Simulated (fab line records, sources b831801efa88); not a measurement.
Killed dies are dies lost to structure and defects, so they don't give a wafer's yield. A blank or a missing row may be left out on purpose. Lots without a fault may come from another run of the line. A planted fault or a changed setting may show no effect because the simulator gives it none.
Which tool did it? | flow gf180mcu | 13 lots, 39 wafers sampled, at 5 steps of a route of 602

WHAT THE GAUGES READ, wafer by wafer
GF_VT_IMPLANT_TW_MEAS_43. Usual: VT_IMPLANT_4_TW 698, standard deviation 4.7.
lot  | measured     | on            | VT_IMPLANT_4_TW | flag
L542 | day 7 13:29  | film_metro-02 | 694 690 695     |
L543 | day 7 17:33  | film_metro-02 | 697 691 692     |
L544 | day 8 07:56  | film_metro-01 | 695 695 692     |
L545 | day 8 16:25  | film_metro-01 | 692 689 687     |
L547 | day 8 23:26  | film_metro-02 | 693 697 699     |
L549 | day 9 14:28  | film_metro-01 | 702 700 695     |
L550 | day 9 19:14  | film_metro-01 | 699 699 703     |
L551 | day 9 22:08  | film_metro-01 | 699 697 696     |
L554 | day 10 22:16 | film_metro-01 | 703 700 701     |
L557 | day 11 22:47 | film_metro-01 | 702 702 702     |
L562 | day 13 04:37 | film_metro-01 | 679 681 685     | OFF
L563 | day 13 07:41 | film_metro-01 | 680 682 678     | OFF
L564 | day 13 16:40 | film_metro-01 | 706 704 703     |

GF_VT_IMPLANT_RS_MEAS_46: measures by four-point-probe. Usual: MVSD_RS 456.7 ohm/sq, standard deviation 1.5.
lot  | measured     | on            | MVSD_RS (ohm/sq)  | flag
L542 | day 7 13:43  | film_metro-03 | 454.7 454.4 455.6 |
L543 | day 7 17:47  | film_metro-02 | 457.8 457.6 458.4 |
L544 | day 8 08:10  | film_metro-02 | 459.8 457.7 459.4 |
L545 | day 8 16:38  | film_metro-03 | 456.2 456.6 457.2 |
L547 | day 8 23:40  | film_metro-02 | 456.2 455.7 455.8 |
L549 | day 9 14:41  | film_metro-02 | 455.9 455.6 455.7 |
L550 | day 9 19:28  | film_metro-02 | 458.9 458.5 457.9 |
L551 | day 9 22:22  | film_metro-03 | 455.5 456.1 456.0 |
L554 | day 10 22:29 | film_metro-03 | 455.3 455.1 456.1 |
L557 | day 11 23:01 | film_metro-02 | 457.8 458.0 457.7 |
L562 | day 13 04:52 | film_metro-03 | 458.9 456.5 456.5 |
L563 | day 13 07:53 | film_metro-03 | 454.1 454.4 455.3 |
L564 | day 13 16:55 | film_metro-02 | 458.0 455.6 456.2 |

GF_HV_LDD_TW_MEAS_38. Usual: HV_LDD_3_TW 1448, standard deviation 6.8.
lot  | measured     | on            | HV_LDD_3_TW    | flag
L542 | day 11 13:37 | film_metro-02 | 1438 1438 1440 |
L543 | day 11 20:13 | film_metro-02 | 1442 1441 1445 |
L544 | day 12 12:44 | film_metro-02 | 1442 1445 1439 |
L545 | day 12 22:59 | film_metro-02 | 1443 1448 1435 |
L547 | day 13 05:39 | film_metro-03 | 1451 1441 1445 |
L549 | day 13 23:16 | film_metro-02 | 1447 1448 1447 |
L550 | day 14 04:01 | film_metro-03 | 1450 1448 1449 |
L551 | day 14 08:22 | film_metro-03 | 1457 1453 1456 |
L554 | day 15 10:43 | film_metro-03 | 1455 1454 1452 |
L557 | day 16 14:20 | film_metro-03 | 1446 1441 1443 |
L562 | day 18 04:38 | film_metro-03 | 1456 1443 1454 |
L563 | day 18 06:11 | film_metro-03 | 1444 1446 1452 |
L564 | day 18 16:38 | film_metro-03 | 1447 1445 1448 |

WHICH TOOL RAN EACH LOT (tool, then ch and the chambers of the sampled wafers, then the start)
lot  | GF_VT_IMPLANT_STRIP_31               | GF_VT_IMPLANT_IMPLANT_41
L542 | plasma_asher-04 ch 0,1, day 6 21:49  | implanter-02 ch 0, day 7 13:16
L543 | plasma_asher-03 ch 0,1, day 7 01:39  | implanter-01 ch 0, day 7 17:20
L544 | plasma_asher-04 ch 1, day 7 15:51    | implanter-01 ch 0, day 8 07:42
L545 | plasma_asher-03 ch 0,1, day 8 00:12  | implanter-02 ch 0, day 8 16:11
L547 | plasma_asher-04 ch 0,1, day 8 06:22  | implanter-02 ch 0, day 8 23:13
L549 | plasma_asher-03 ch 0,1, day 8 21:17  | implanter-02 ch 0, day 9 14:14
L550 | plasma_asher-04 ch 0,1, day 9 01:30  | implanter-01 ch 0, day 9 19:01
L551 | plasma_asher-02 ch 0,1, day 9 05:15  | implanter-01 ch 0, day 9 21:54
L554 | plasma_asher-03 ch 0,1, day 10 03:39 | implanter-02 ch 0, day 10 21:45
L557 | plasma_asher-03 ch 0,1, day 11 03:43 | implanter-01 ch 0, day 11 22:33
L562 | plasma_asher-03 ch 0,1, day 12 08:42 | implanter-02 ch 0, day 13 04:23
L563 | plasma_asher-04 ch 0,1, day 12 12:03 | implanter-02 ch 0, day 13 07:26
L564 | plasma_asher-04 ch 0,1, day 12 20:30 | implanter-01 ch 0, day 13 16:25
- GF_VT_IMPLANT_STRIP_31: strips in O2/N2.
- GF_VT_IMPLANT_IMPLANT_41

WHAT THE TOOLS THEMSELVES READ (means of the sampled wafers that have a number; where no wafer has one, the mark that the record gives instead)
GF_VT_IMPLANT_STRIP_31. Usual: drypump_motor_current_A 5.60 A, standard deviation 0.19; heater_power_w 332 W, standard deviation 24; oes_product_au 0.716 a.u., standard deviation 0.0048; strip_time_to_endpoint_s 12.64 s, standard deviation 0.034.
lot  | tool            | drypump_motor_current_A (A) | heater_power_w (W) | oes_product_au (a.u.) | strip_time_to_endpoint_s (s) | flag
L542 | plasma_asher-04 | 5.47                        | 353                | 0.712                 | 12.62                        |
L543 | plasma_asher-03 | 5.62                        | 324                | 0.719                 | 12.59                        |
L544 | plasma_asher-04 | 5.38                        | 379                | 0.714                 | 12.69                        |
L545 | plasma_asher-03 | 5.59                        | 324                | 0.714                 | 12.66                        |
L547 | plasma_asher-04 | 5.47                        | 363                | 0.720                 | 12.65                        |
L549 | plasma_asher-03 | 5.67                        | 329                | 0.718                 | 12.62                        |
L550 | plasma_asher-04 | 5.56                        | 339                | 0.718                 | 12.70                        |
L551 | plasma_asher-02 | 5.55                        | 319                | 0.718                 | 12.67                        |
L554 | plasma_asher-03 | 5.69                        | 327                | 0.716                 | 12.63                        |
L557 | plasma_asher-03 | 5.69                        | 327                | 0.717                 | 12.62                        |
L562 | plasma_asher-03 | 5.62                        | 323                | 0.720                 | 12.65                        |
L563 | plasma_asher-04 | 5.46                        | 357                | 0.714                 | 12.67                        |
L564 | plasma_asher-04 | 5.56                        | 342                | 0.715                 | 12.65                        |

GF_VT_IMPLANT_IMPLANT_41. Usual: tilt_deg 6.994 degrees, standard deviation 0.017.
lot  | tool         | tilt_deg (degrees) | flag
L542 | implanter-02 | 7.013              |
L543 | implanter-01 | 6.986              |
L544 | implanter-01 | 6.999              |
L545 | implanter-02 | 6.994              |
L547 | implanter-02 | 6.973              |
L549 | implanter-02 | 6.984              |
L550 | implanter-01 | 7.002              |
L551 | implanter-01 | 6.991              |
L554 | implanter-02 | 6.990              |
L557 | implanter-01 | 6.988              |
L562 | implanter-02 | 6.997              |
L563 | implanter-02 | 7.005              |
L564 | implanter-01 | 6.996              |

THE ANSWER, worked out from the rows above alone
Rule: a lot is off if the mean of its wafers that have a number lies more than 3 standard deviations from the usual mean. A lot without any number at a reading at which 4 lots or more have one is off too. The other lots that the step has rows for count as sound. The gauges are gone through in route order, then the tools' own readings, and for those a lot's mean is taken as printed above. The first step at which some lot is off is used, and at that step the reading that is off furthest; a lot without a number counts as furthest.
Off: L562, L563, at GF_VT_IMPLANT_TW_MEAS_43 (VT_IMPLANT_4_TW).
A tool fits if, at a process step before that reading, it ran every lot that is off, and no sound lot after the first of them. The gauges at GF_VT_IMPLANT_TW_MEAS_43 are tried like those tools. One fits: implanter-02 at GF_VT_IMPLANT_IMPLANT_41. Its last sound lot is L554 (day 10 21:45), its first lot that is off L562 (day 13 04:23): a fault that began between those two fits.

WHAT THE SIMULATOR HAD PUT IN
Process parameter drift: implanter-02, from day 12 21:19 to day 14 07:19, at GF_VT_IMPLANT_IMPLANT_41. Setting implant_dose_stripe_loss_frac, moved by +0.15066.
Lots struck among those shown: L562, L563. The rule above found the same.
